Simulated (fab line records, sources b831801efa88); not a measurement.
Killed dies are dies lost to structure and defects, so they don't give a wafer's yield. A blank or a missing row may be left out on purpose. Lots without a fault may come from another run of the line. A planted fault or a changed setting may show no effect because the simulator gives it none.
Chamber matching | flow gf180mcu | GF_V2_CVD_02 on pecvd-04: 3 sister chambers
The step deposits SiO2 from TEOS, target thk 850 nm, time 94.851 s. 6 wafers are shown with their chamber, then 9 later ones without.

WAFERS WITH THEIR CHAMBER
wafer  | chamber | heater_power_outer_w (W) | heater_power_w (W)
L078.1 | 1       | 346                      | 641
L087.5 | 0       | 286                      | 553
L087.6 | 2       | 559                      | 870
L091.4 | 1       | 320                      | 593
L091.5 | 0       | 386                      | 670
L091.6 | 2       | 579                      | 886

WAFERS WITHOUT THEIR CHAMBER
wafer  | heater_power_outer_w (W) | heater_power_w (W)
L092.1 | 342                      | 621
L092.3 | 372                      | 661
L092.4 | 569                      | 842
L094.3 | 327                      | 572
L094.5 | 434                      | 731
L094.6 | 330                      | 563
L097.2 | 338                      | 569
L097.3 | 316                      | 551
L097.5 | 348                      | 625

WHICH CHAMBER EACH WENT THROUGH
wafer  | from the rows above          | in truth
L092.1 | can't be placed: 1 or 0      | 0
L092.3 | can't be placed: 1 or 0      | 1
L092.4 | 2                            | 2
L094.3 | can't be placed: 0 or 1      | 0
L094.5 | can't be placed: 1 or 0 or 2 | 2
L094.6 | can't be placed: 0 or 1      | 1
L097.2 | can't be placed: 0 or 1      | 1
L097.3 | can't be placed: 0 or 1      | 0
L097.5 | can't be placed: 0 or 1      | 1
Placed correctly: 1 of 9. Can't be placed from these rows: 8 (the true chamber is among the candidates in 8). Placed wrongly: 0.
How it was worked out, from the rows above alone: a wafer's distance from a chamber is the root of the sum, over the readings, of the square of ((its reading less the chamber's mean) divided by the reading's scatter). The wafer belongs to the nearest chamber; if the next one is less than 2 further off, it can't be placed. A chamber's mean is the mean of its shown wafers. The scatter: the root of (the sum of the squares of (reading less its chamber's mean) over the shown wafers, divided by (wafers less chambers)).
